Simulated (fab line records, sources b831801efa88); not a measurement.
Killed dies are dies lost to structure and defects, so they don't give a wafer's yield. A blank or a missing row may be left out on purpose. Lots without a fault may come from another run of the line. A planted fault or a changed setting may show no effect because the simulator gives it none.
fab line records | flow sky130
record lots=7 wafers=18 last_day=50
route steps=708 shown FIELD_ISO@1 PAD_OPEN@708
lots that met no fault: from a run of the same line without faults
start_h: hours from the record's first day to the start of the lot's first wafer shown | wait_h: hours since the lot's step before | " the same as in the row above | L1.1+2: a row that stands for several wafers | - no value, or no start given | * or withheld: withheld | < > ~ a bound
route shown NAME@n: a module of which the file shows steps, and the number in the route of the first | usual: mean/standard deviation of fault-free wafers | same: alike in all rows | chamber/n: place in a boat | sites: the reading at each site | _std_site: their standard deviation | _edge_site: outer sites' mean less inner sites' | radius_mm: how far each site lies from the wafer's centre | mask NAME#n: copy n | behind: the tool/chamber that last shaped the wafer | hold: why the lot was held/for how many hours/how that ended | device: the transistor (n, p or np) that didn't switch | end of line: the same wafers' tests at the end of the route | a step without rows: its recipe alone | killed: dies lost to structure and defects at the first sort, not the wafer's yield | map: a wafer's dies, x killed, . not, _ none there
set.NAME: the setting as run; set.NAME@STEP: as run at that earlier step | model.NAME: the simulator's own value behind a step, which no gauge read
lots at some steps of the route; a table a step, a row a wafer
services: from which hour (start_h, from the record's first day; less than 0 if before it) a tool's chamber was out of use, for how many hours, and why
## steps
# step SKY_FIELD_ISO_BOW_MEAS_00
# recipe mode=bow
# usual INCOMING_BOW=-1/5.5
# columns lot.wafer tool chamber start_h wait_h INCOMING_BOW[um]
L262.2 film_metro-01 - 15.02 - -9
L262.5 " - " " -3
L262.6 " - " " -4
L270.1 film_metro-02 - 55.00 - 7
L270.4 " - " " -6
L270.6 " - " " -4
L273.1 film_metro-04 - 70.00 - -9
L273.2 " - " " -3
L273.5 " - " " 5
L280.3 film_metro-02 - 105.04 - 3
L280.5 " - " " -2
L281.2 film_metro-04 - 110.02 - -6
L281.4 " - " " -5
L282.2 film_metro-04 - 115.02 - 3
L282.3 " - " " -8
L284.4 film_metro-02 - 125.06 - -1
L284.5 " - " " -8
L284.6 " - " " 3
# step SKY_FIELD_ISO_OXIDATION_01
# recipe temp_c=900 ambient=O2 stabilise_s=600 purge_s=300 target_thk_a=120 ox_time_s=1843
# step SKY_FIELD_ISO_THK_MEAS_02
# recipe reads=SiO2_of_FIELD_ISO_OXIDATION_01
# usual FIELD_ISO_OXIDATION_00_THK=12.06/0.19
# columns lot.wafer tool chamber start_h wait_h FIELD_ISO_OXIDATION_00_THK[nm]
L262.2 film_metro-04 - 16.95 0.0 11.88
L262.5 " - " " 11.87
L262.6 " - " " 11.97
L270.1 film_metro-04 - 56.63 0.0 12.27
L270.4 " - " " 12.04
L270.6 " - " " 12.00
L273.1 film_metro-02 - 71.63 0.0 12.13
L273.2 " - " " 12.18
L273.5 " - " " 12.19
L280.3 film_metro-02 - 106.87 0.0 11.80
L280.5 " - " " 11.77
L281.2 film_metro-01 - 112.25 0.0 12.27
L281.4 " - " " 12.22
L282.2 film_metro-01 - 119.71 0.0 11.86
L282.3 " - " " 12.10
L284.4 film_metro-02 - 130.40 0.0 12.12
L284.5 " - " " 12.14
L284.6 " - " " 12.16
# step SKY_FIELD_ISO_CVD_03
# recipe material=Si3N4 precursor=DCS/NH3 target_thk_nm=165 temp_c=770 time_s=2830 pressure_mtorr=250
# step SKY_FIELD_ISO_THK_MEAS_04
# recipe reads=Si3N4_of_FIELD_ISO_CVD_03
# usual FIELD_ISO_CVD_03_THK=165.2/1.4
# columns lot.wafer tool chamber start_h wait_h FIELD_ISO_CVD_03_THK[nm]
L262.2 film_metro-04 - 18.80 0.0 165.0
L262.5 " - " " 164.7
L262.6 " - " " 166.2
L270.1 film_metro-02 - 59.36 0.0 166.7
L270.4 " - " " 166.5
L270.6 " - " " 167.8
L273.1 film_metro-01 - 73.48 0.0 167.2
L273.2 " - " " 164.3
L273.5 " - " " 164.4
L280.3 film_metro-02 - 109.37 0.0 163.5
L280.5 " - " " 165.0
L281.2 film_metro-02 - 114.10 0.0 165.5
L281.4 " - " " 165.3
L282.2 film_metro-02 - 121.56 0.0 164.3
L282.3 " - " " 166.7
L284.4 film_metro-01 - 132.25 0.0 164.2
L284.5 " - " " 164.7
L284.6 " - " " 166.5
# step SKY_FIELD_ISO_DEHYDRATE_05
# recipe temp_c=200 time_s=60
# step SKY_FIELD_ISO_HMDS_06
# recipe prime_time_s=60 prime_temp_c=120
# step SKY_FIELD_ISO_COAT_07
# recipe resist=BARC temp_c=withheld time_s=withheld spin_rpm=3000 resist_thk_nm=60
# step SKY_FIELD_ISO_COAT_08
# recipe resist=KrF-thick spin_rpm=3000 resist_thk_nm=450
# step SKY_FIELD_ISO_SOFTBAKE_09
# recipe temp_c=100 time_s=90 resist=KrF-thick
# step SKY_FIELD_ISO_EXPOSE_10
# recipe mask_id=FOM na=0.68 source_shape=annular sigma_inner=0.4 sigma_outer=0.8 target_cd_nm=150 dose_mj=28
# columns lot.wafer tool chamber start_h wait_h mask
L262.2+5+6 krf_scanner-01 0 26.60 - FOM#0
L270.1+4+6 krf_scanner-02 0 67.70 - FOM#0
L273.1+2+5 krf_scanner-01 0 82.33 - FOM#0
L280.3+5 krf_scanner-02 0 118.57 - FOM#0
L281.2+4 krf_scanner-02 0 124.02 - FOM#0
L282.2+3 krf_scanner-02 0 130.40 - FOM#0
L284.4+5+6 krf_scanner-01 0 141.50 - FOM#0
# step SKY_FIELD_ISO_PEB_11
# recipe peb_temp_c=withheld peb_time_s=withheld resist=KrF-thick
# step SKY_FIELD_ISO_DEVELOP_12
# recipe develop_time_s=60 resist=KrF-thick dev_temp_c=21
# step SKY_FIELD_ISO_CD_MEAS_13
# recipe target_cd_nm=150
# usual cd_nm=150.4/1.3
# columns lot.wafer tool chamber start_h wait_h cd_nm
L262.2 cd_sem-02 - 33.90 - 148.7
L262.5 " - " " 150.1
L262.6 " - " " 149.9
L270.1 cd_sem-02 - 75.48 - 149.9
L270.4 " - " " 151.1
L270.6 " - " " 150.5
L273.1 cd_sem-02 - 90.73 - 150.2
L273.2 " - " " 148.7
L273.5 " - " " 151.6
L280.3 cd_sem-02 - 127.92 - 149.3
L280.5 " - " " 128.5
L281.2 cd_sem-01 - 132.40 - 128.8
L281.4 " - " " 151.3
L282.2 cd_sem-02 - 139.07 - 125.0
L282.3 " - " " 148.7
L284.4 cd_sem-01 - 150.86 - 150.4
L284.5 " - " " 150.8
L284.6 " - " " 151.6
# step SKY_FIELD_ISO_ETCH_14
# recipe chemistry=N2/H2 target=BARC ion_energy_ev=200 source_w=500 bias_w=100 pressure_mtorr=30 n2_flow_sccm=100 h2_flow_sccm=200 stop_on=SiO2 time_s=45.9 target_depth_a=600
# usual drypump_motor_current_A=5.8/0.41 oes_product_au=0.854/0.0045 throttle_valve_pct=13.224/0.0082
# columns lot.wafer tool chamber start_h wait_h drypump_motor_current_A oes_product_au rf_hours_counter_h throttle_valve_pct model.FIELD_ISO.cd_nm
L262.2 rie_diel-02 0 34.00 0.1 5.7 0.856 4 13.230 148.2
L262.5 " 1 " " 5.4 0.850 - 13.236 149.4
L262.6 " 2 " " 5.7 0.862 - 13.253 149.3
L270.1 rie_diel-04 3 75.60 0.1 5.9 0.858 6 13.227 149.7
L270.4 " 0 " " 5.8 0.855 48 13.231 150.1
L270.6 " 1 " " 5.7 0.855 - 13.227 150.2
L273.1 rie_diel-02 1 90.85 0.1 5.5 0.862 65 13.211 150.1
L273.2 " 2 " " 5.7 0.853 146 13.227 148.1
L273.5 " 1 " " 5.5 0.853 - 13.202 151.6
L280.3 rie_diel-03 0 128.00 0.1 6.6 0.849 9 13.209 149
L280.5 " 0 " " 6.6 0.859 - 13.233 127.8
L281.2 rie_diel-04 0 132.50 0.1 5.9 0.855 49 13.225 127.6
L281.4 " 2 " " 6.0 0.866 15 13.215 150.1
L282.2 rie_diel-03 0 139.17 0.1 6.7 0.851 9 13.226 124.9
L282.3 " 3 " " 5.7 0.851 1 13.222 148.8
L284.4 rie_diel-03 0 150.92 0.0 6.6 0.851 9 13.239 150.4
L284.5 " 1 " " 5.3 0.860 - 13.235 150.6
L284.6 " 0 " " 6.6 0.854 - 13.221 151.6
# step SKY_FIELD_ISO_ETCH_15
# recipe chemistry=CHF3/O2 target_depth_nm=180 stop_on=Si source_w=600 bias_w=200 pressure_mtorr=40 chf3_flow_sccm=50 O2_flow_sccm=5 time_s=72
# usual drypump_motor_current_A=5.8/0.41 oes_product_au=0.947/0.006 throttle_valve_pct=8.844/0.0091
# columns lot.wafer tool chamber start_h wait_h drypump_motor_current_A oes_product_au rf_hours_counter_h throttle_valve_pct
L262.2 rie_diel-02 0 34.05 0.0 5.7 0.953 4 8.848
L262.5 " 1 " " 5.4 0.945 - 8.856
L262.6 " 2 " " 5.7 0.951 - 8.843
L270.1 rie_diel-04 3 75.65 0.0 6.0 0.957 6 8.855
L270.4 " 0 " " 5.8 0.943 48 8.855
L270.6 " 1 " " 5.7 0.958 - 8.849
L273.1 rie_diel-02 1 90.90 0.0 5.5 0.949 65 8.835
L273.2 " 2 " " 5.7 0.947 146 8.846
L273.5 " 1 " " 5.5 0.943 - 8.846
L280.3 rie_diel-03 0 128.05 0.0 6.6 0.938 9 8.838
L280.5 " 0 " " 6.6 0.938 - 8.844
L281.2 rie_diel-04 0 132.55 0.0 5.8 0.947 49 8.854
L281.4 " 2 " " 6.0 0.953 15 8.861
L282.2 rie_diel-03 0 139.21 0.0 6.6 0.944 9 8.832
L282.3 " 3 " " 5.7 0.950 1 8.864
L284.4 rie_diel-03 0 150.96 0.0 6.6 0.944 9 8.846
L284.5 " 1 " " 5.3 0.951 - 8.838
L284.6 " 0 " " 6.6 0.949 - 8.834
# step SKY_FIELD_ISO_STRIP_16
# recipe chemistry=O2/N2 power_w=1400 pressure_mtorr=1500 platen_temp_c=withheld o2_flow_sccm=3000 n2_flow_sccm=300 overash_fraction=0.5
# usual drypump_motor_current_A=5.6/0.51 oes_product_au=0.378/0.0045 strip_time_to_endpoint_s=3.556/0.027
# columns lot.wafer tool chamber start_h wait_h drypump_motor_current_A oes_product_au rf_hours_counter_h strip_time_to_endpoint_s
L262.2 plasma_asher-02 1 34.10 0.0 5.8 0.372 36 3.513
L262.5 " 1 " " 5.8 0.378 - 3.595
L262.6 " 0 " " 5.1 0.376 - 3.543
L270.1 plasma_asher-02 0 75.70 0.0 5.1 0.366 40 3.516
L270.4 " 1 " " 5.8 0.374 - 3.547
L270.6 " 0 " " 5.1 0.380 - 3.559
L273.1 plasma_asher-01 0 90.95 0.0 5.0 0.377 41 3.570
L273.2 " 1 " " 6.3 0.380 41 3.584
L273.5 " 0 " " 5.0 0.378 - 3.581
L280.3 plasma_asher-03 1 128.14 0.1 5.8 0.380 - 3.498
L280.5 " 1 " " 5.8 0.372 - 3.535
L281.2 plasma_asher-01 1 132.60 0.0 6.3 0.377 45 3.531
L281.4 " 1 " " 6.3 0.376 - 3.575
L282.2 plasma_asher-03 0 139.27 0.0 5.6 0.381 46 3.572
L282.3 " 0 " " 5.6 0.380 - 3.598
L284.4 plasma_asher-01 0 151.05 0.1 4.9 0.372 - 3.564
L284.5 " 0 " " 4.9 0.381 - 3.584
L284.6 " 1 " " 6.4 0.372 - 3.558
# step SKY_FIELD_ISO_ETCH_17
# recipe target_depth_a=3420 mask_material=Si3N4 chemistry=HBr/Cl2/O2 target=Si taper_deg=5 icp_w=600 bias_w=150 pressure_mtorr=15 HBr_flow_sccm=150 Cl2_flow_sccm=40 O2_flow_sccm=6 time_s=97.7
# usual drypump_motor_current_A=5.99/0.21 oes_product_au=1.000/0.0086 throttle_valve_pct=25.656/0.011
# columns lot.wafer tool chamber start_h wait_h drypump_motor_current_A oes_product_au rf_hours_counter_h throttle_valve_pct model.FIELD_ISO.cd_nm
L262.2 rie_si-02 3 34.20 0.1 5.69 1.012 136 25.649 148.8
L262.5 " 2 " " 6.17 0.998 - 25.667 148.6
L262.6 " 3 " " 5.72 1.002 - 25.641 149.3
L270.1 rie_si-01 3 75.80 0.1 5.70 0.987 53 25.682 150.8
L270.4 " 2 " " 6.16 0.999 1 25.666 150
L270.6 " 3 " " 5.70 1.004 - 25.666 149.7
L273.1 rie_si-02 0 91.05 0.1 6.02 1.005 4 25.641 149.6
L273.2 " 2 " " 6.15 1.001 98 25.668 148.7
L273.5 " 0 " " 6.03 1.000 - 25.652 152
L280.3 rie_si-02 3 128.20 0.0 5.72 1.012 136 25.655 150
L280.5 " 1 " " 5.79 1.000 - 25.668 128.5
L281.2 rie_si-01 3 132.70 0.1 5.70 0.991 54 25.662 127
L281.4 " 0 " " 5.97 1.011 98 25.646 149.2
L282.2 rie_si-01 1 139.37 0.1 6.28 0.997 2 25.652 123.9
L282.3 " 0 " " 5.99 1.000 98 25.659 148.4
L284.4 rie_si-02 2 151.16 0.1 6.17 1.008 - 25.664 151.2
L284.5 " 0 " " 6.05 1.009 - 25.661 150.1
L284.6 " 1 " " 5.79 0.991 - 25.675 152.3
# step SKY_FIELD_ISO_WET_ETCH_18
# recipe chemistry=H3PO4 target_depth_nm=25 temp_c=160 target=Si3N4 time_s=286
# step SKY_PAD_OPEN_PROBE_99
# usual killed_at_M0_to_M3=43/7 killed_at_M4_up=3.4/1.9 killed_at_contacts=24/5.4 killed_at_front_end=15/4.4 killed_at_other=0.4/0.63 killed_dies=86/9.1 killed_open=46/6.6 killed_short=39/6.6
# same gross_dies=492 killed_at_back_side=0
# columns lot.wafer tool chamber start_h wait_h killed_at_M0_to_M3 killed_at_M4_up killed_at_contacts killed_at_front_end killed_at_other killed_dies killed_open killed_short model.etest.pfet_g5v0d10v5.r_on_ohm_um model.etest.res_pdiff.line_ohm_um model.etest.res_ndiff.line_ohm_um model.etest.sram_nfet_pass.drive_ua_um model.etest.sonos_uncharged.r_on_ohm_um model.etest.res_pdiff.width_nm model.etest.res_ndiff.width_nm model.etest.sram_pfet_latch.drive_ua_um
L262.2 prober-02 - 1078.20 0.1 32 1 31 15 0 79 44 34 4801 1368 767.3 491.4 823.3 143.4 155.5 132.3
L262.5 prober-02 - 1078.35 0.2 54 2 23 11 1 91 50 41 4843 1378 779.8 493.6 817.4 142.6 155.4 138.8
L262.6 prober-02 - 1078.40 0.2 50 3 16 10 1 80 41 39 4765 1363 762.6 490 818.6 143.8 156.8 134.4
L270.1 prober-01 - 1129.08 0.1 37 3 16 25 1 82 44 36 4726 1346 757.2 475.3 801.3 145.9 157.9 145.7
L270.4 prober-01 - 1129.23 0.2 44 2 19 24 0 89 41 47 4697 1343 768 475.9 816.3 144 156.7 148.5
L270.6 prober-01 - 1129.33 0.2 46 7 21 15 1 90 47 43 4728 1340 759.5 485.9 817.5 144.3 157.3 144.5
L273.1 prober-01 - 1143.02 0.1 37 5 23 18 0 83 45 38 4776 1353 765.8 469.2 816.5 143.7 157.6 138.7
L273.2 prober-01 - 1143.07 0.1 35 5 20 17 1 78 34 44 4788 1339 776.2 480.3 828.2 144 155.2 141.7
L273.5 prober-01 - 1143.22 0.2 42 2 19 16 0 79 35 44 4744 1315 755.4 482.3 800.8 146 159.1 144.7
L281.2 prober-02 - 1185.06 0.1 37 4 26 94 0 161 42 45 5013 1653 909 406.9 863.4 121.4 134.1 116.4
L281.4 prober-02 - 1185.16 0.2 48 4 25 13 0 90 53 37 4736 1399 770.4 478.2 815 142.7 156.2 141.1
L280.3 prober-01 - 1187.34 0.2 53 1 14 18 0 86 49 36 4598 1373 760.8 492.4 803.4 144.4 157.4 149.1
L280.5 prober-01 - 1187.44 0.2 51 3 29 83 0 166 53 41 4932 1643 901 421.7 858.3 122.6 135.2 121.9
L282.2 prober-02 - 1188.30 0.1 39 6 22 126 0 193 46 38 5159 1649 907.8 396.8 848 118.3 131.3 111.2
L282.3 prober-02 - 1188.35 0.2 35 1 34 26 1 97 52 45 4844 1390 779.3 481 820 142.3 155.6 132.6
L284.4 prober-02 - 1201.17 0.2 47 7 23 16 1 94 44 49 4544 1374 740 522.3 791.6 145.6 159.5 152.8
L284.5 prober-02 - 1201.22 0.2 44 1 30 15 1 91 52 39 4549 1399 758.5 529.2 797 144.8 157.3 146.4
L284.6 prober-02 - 1201.27 0.2 45 8 30 17 1 101 52 48 4519 1378 738.6 534 802.6 146.5 160 154.1
# killed by level:class
L262.2 CONTACT:geometric_particle:open=11 LI_CONTACT:geometric_particle:open=7 FIELD_ISO:geometric_particle:open=6 VIA1:geometric_particle:open=6 VIA2:geometric_particle:open=6 CONTACT:geometric_particle:short=5 VIA3:geometric_particle:open=5 POLY_GATE:geometric_particle:short=4
L262.5 VIA1:geometric_particle:open=14 CONTACT:geometric_particle:open=10 METAL1:geometric_particle:short=7 METAL2:geometric_particle:short=7 VIA3:geometric_particle:open=6 LI_CONTACT:geometric_particle:open=5 VIA2:geometric_particle:open=5 VIA3:geometric_particle:short=5
L262.6 VIA1:geometric_particle:open=15 METAL1:geometric_particle:short=9 CONTACT:geometric_particle:open=7 VIA3:geometric_particle:short=5 LI_CONTACT:geometric_particle:open=4 VIA1:geometric_particle:short=4 VIA2:geometric_particle:open=4 METAL3:geometric_particle:short=4
L270.1 VIA3:geometric_particle:open=10 FIELD_ISO:geometric_particle:short=9 VIA1:geometric_particle:open=7 CONTACT:geometric_particle:open=7 FIELD_ISO:geometric_particle:open=5 POLY_GATE:geometric_particle:short=5 VIA2:geometric_particle:open=5 VIA3:geometric_particle:short=5
L270.4 VIA1:geometric_particle:open=7 VIA2:geometric_particle:open=7 CONTACT:geometric_particle:short=6 VIA3:geometric_particle:short=6 LI_CONTACT:geometric_particle:short=5 METAL1:geometric_particle:short=5 VIA3:geometric_particle:open=5 FIELD_ISO:geometric_particle:short=4
L270.6 VIA1:geometric_particle:open=9 CONTACT:geometric_particle:open=8 METAL4:geometric_particle:short=7 LI_CONTACT:geometric_particle:open=6 METAL1:geometric_particle:short=6 VIA3:geometric_particle:short=6 VIA3:geometric_particle:open=6 FIELD_ISO:geometric_particle:open=5
L273.1 VIA1:geometric_particle:open=13 CONTACT:geometric_particle:open=8 POLY_GATE:geometric_particle:short=5 LOCAL_INTERCONNECT:geometric_particle:short=5 CONTACT:geometric_particle:short=5 METAL1:geometric_particle:short=5 FIELD_ISO:geometric_particle:open=4 VIA3:geometric_particle:open=4
L273.2 FIELD_ISO:geometric_particle:short=8 VIA1:geometric_particle:open=8 VIA1:geometric_particle:short=7 VIA2:geometric_particle:open=6 LI_CONTACT:geometric_particle:open=6 CONTACT:geometric_particle:open=5 LI_CONTACT:geometric_particle:short=4 METAL1:geometric_particle:short=4
L273.5 VIA3:geometric_particle:open=10 METAL2:geometric_particle:short=8 CONTACT:geometric_particle:open=7 METAL1:geometric_particle:short=7 POLY_GATE:geometric_particle:short=5 CONTACT:geometric_particle:short=5 VIA1:geometric_particle:open=5 FIELD_ISO:geometric_particle:short=4
L281.2 FIELD_ISO:area_expose=74 CONTACT:geometric_particle:open=14 POLY_GATE:geometric_particle:short=8 VIA1:geometric_particle:open=7 VIA2:geometric_particle:short=7 FIELD_ISO:geometric_particle:open=6 CONTACT:geometric_particle:short=5 METAL2:geometric_particle:short=5
L281.4 VIA2:geometric_particle:open=12 CONTACT:geometric_particle:open=10 VIA1:geometric_particle:open=7 METAL2:geometric_particle:short=6 VIA3:geometric_particle:open=6 METAL1:geometric_particle:short=5 FIELD_ISO:geometric_particle:open=4 LI_CONTACT:geometric_particle:open=4
L280.3 VIA3:geometric_particle:open=9 VIA1:geometric_particle:open=8 VIA2:geometric_particle:open=8 METAL1:geometric_particle:short=7 CONTACT:geometric_particle:open=7 FIELD_ISO:geometric_particle:open=6 METAL3:geometric_particle:short=5 METAL2:geometric_particle:short=5
L280.5 FIELD_ISO:area_expose=69 CONTACT:geometric_particle:open=13 VIA2:geometric_particle:open=10 VIA1:geometric_particle:open=10 METAL1:geometric_particle:short=8 VIA3:geometric_particle:open=8 LI_CONTACT:geometric_particle:open=5 CONTACT:geometric_particle:short=5
L282.2 FIELD_ISO:area_expose=109 CONTACT:geometric_particle:open=10 VIA1:geometric_particle:open=9 FIELD_ISO:geometric_particle:short=7 VIA2:geometric_particle:open=7 FIELD_ISO:geometric_particle:open=4 LI_CONTACT:geometric_particle:open=4 CONTACT:geometric_particle:short=4
L282.3 CONTACT:geometric_particle:open=12 FIELD_ISO:geometric_particle:open=10 FIELD_ISO:geometric_particle:short=8 VIA1:geometric_particle:open=8 METAL1:geometric_particle:short=7 LI_CONTACT:geometric_particle:open=6 CONTACT:geometric_particle:short=6 LOCAL_INTERCONNECT:geometric_particle:short=5
L284.4 CONTACT:geometric_particle:open=10 VIA1:geometric_particle:open=7 LI_CONTACT:geometric_particle:open=6 METAL2:geometric_particle:short=6 VIA2:geometric_particle:short=6 METAL4:geometric_particle:short=6 FIELD_ISO:geometric_particle:short=5 METAL1:geometric_particle:short=5
L284.5 LI_CONTACT:geometric_particle:open=11 VIA1:geometric_particle:open=10 CONTACT:geometric_particle:open=7 LOCAL_INTERCONNECT:geometric_particle:short=7 METAL1:geometric_particle:short=7 VIA3:geometric_particle:open=6 FIELD_ISO:geometric_particle:short=5 VIA1:geometric_particle:short=5
L284.6 VIA1:geometric_particle:open=12 CONTACT:geometric_particle:short=11 CONTACT:geometric_particle:open=9 VIA3:geometric_particle:open=7 METAL1:geometric_particle:short=6 POLY_GATE:geometric_particle:open=5 VIA1:geometric_particle:short=5 METAL4:geometric_particle:short=5
# map L280.5 (x killed, . not)
__________.x.xx....._________
________.x....xx.x...._______
______..x....xx.xx......_____
_____x..xx.....xx......x.____
____....x...x.xx.x.xx.....___
___.x.x.x.xx..xxx...x..xx..__
__....xx.x....xxx.xx.x.x..xx_
_.......xx.x..xxxxx.x.x......
_..xxx.xxx...xx.....x...x.x.x
_.....x.xxxx..x..x........x..
_.x..x.x.x.x..xxxxx..x...x...
_....xxx..xxxxx.xx..x..xxx.xx
_.x...x.x..xx.xxx..xx..x..x..
_....x..xxx..x.x...x..x.x.x..
_.....xx...xx..x..xx.x...x.xx
__x.x.x.x..xx..x...x..xxx..._
___..........x....xx.......__
____..x................x..___
_____......x.....x.x...x.____
______.x................_____
________..x....x..x..x_______
__________....x....x_________
# map L281.2 (x killed, . not)
__________.x........_________
________..x.......x..._______
______x.....x......xx..._____
_____.......x..xx........____
____.....xx..xxxxxx...x..x___
___x.x.x..xx...x....x..x..x__
__.....xx..xxxxxxx..x....xx._
_x......xxx.x..x.xx.x....x..x
_..xxx....xxxx..xx...x.x...x.
_.....xxx.x.xxxx.x...xxx.....
_.x.xx...xxxxxxxxx..x.x...x..
_...x....x.xx..x.x.xx........
_x.x.....xxx.x.xx.x.xx.....x.
_..x....x.x.x.xxx..xxx....x..
_.x........xx..xx.x.xx..x.x..
__.x......xx...x.xxxxx.....x_
___........xx...x..x....x..__
____...x.x......x....x..x.___
_____.....x....x......x.x____
______..........xx......_____
________..x......x...._______
__________...x......_________
## services
# columns tool chamber start_h hours kind
krf_scanner-01 - 2.85 3.0 pm
plasma_asher-02 - 23.45 2.3 repair
krf_scanner-02 - 24.38 1.0 repair
krf_scanner-02 - 33.66 1.0 pm
rie_si-01 3 40.18 4.4 repair
krf_scanner-02 - 47.26 1.3 pm
rie_diel-03 0 55.70 5.3 repair
krf_scanner-01 - 57.03 0.8 pm
rie_diel-04 1 65.38 5.2 repair
krf_scanner-01 - 76.94 4.4 pm
krf_scanner-02 - 81.31 4.4 pm
krf_scanner-01 - 85.69 1.0 pm
rie_si-02 - 105.07 15.6 pm
krf_scanner-01 - 107.44 1.3 pm
plasma_asher-02 - 108.75 9.0 pm
rie_si-01 1 112.92 15.6 repair
rie_diel-02 1 121.26 2.9 repair
krf_scanner-02 - 131.74 0.8 pm
rie_si-02 1 132.12 7.3 repair
rie_si-02 3 134.97 15.1 repair
rie_diel-02 0 141.11 5.7 repair
krf_scanner-01 - 142.14 3.1 repair
rie_diel-04 - 146.95 15.6 pm
plasma_asher-02 - 147.14 2.0 repair
## key
first_sign step=SKY_FIELD_ISO_CD_MEAS_13 reading=cd_nm direction=down sigmas=18 usual=150.4 struck=127.4
effect step=SKY_PAD_OPEN_PROBE_99 reading=killed_at_front_end direction=up sigmas=20 usual=15 struck=101
model_effect step=SKY_FIELD_ISO_ETCH_14 value=FIELD_ISO.cd_nm without=149.5 struck=126.8
model_effect step=SKY_FIELD_ISO_ETCH_17 value=FIELD_ISO.cd_nm without=149.2 struck=126.5
model_effect step=SKY_PAD_OPEN_PROBE_99 value=etest.pfet_g5v0d10v5.r_on_ohm_um without=4763 struck=5035
more_kills_born_at SKY_FIELD_ISO_EXPOSE_10@krf_scanner-02=252
met_at SKY_FIELD_ISO_EXPOSE_10
struck_wafers L280.5,L281.2,L282.2
tester_left_out L280,L281,L282
onset_between 67.70 118.57
fault kind=process_parameter_drift tool=krf_scanner-02 chamber=- onset_h=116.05 steps=SKY_FIELD_ISO_EXPOSE_10 channel=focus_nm offset=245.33 shape=step end_h=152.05 scope=struck_wafers_only
# tester_left_out: of these lots the tester's yield and bins aren't shown, on N5 and GAA mostly nor the transistor test; their killed dies are dies lost to structure and defects alone, not to doping, threshold or leakage, so they don't give the yield
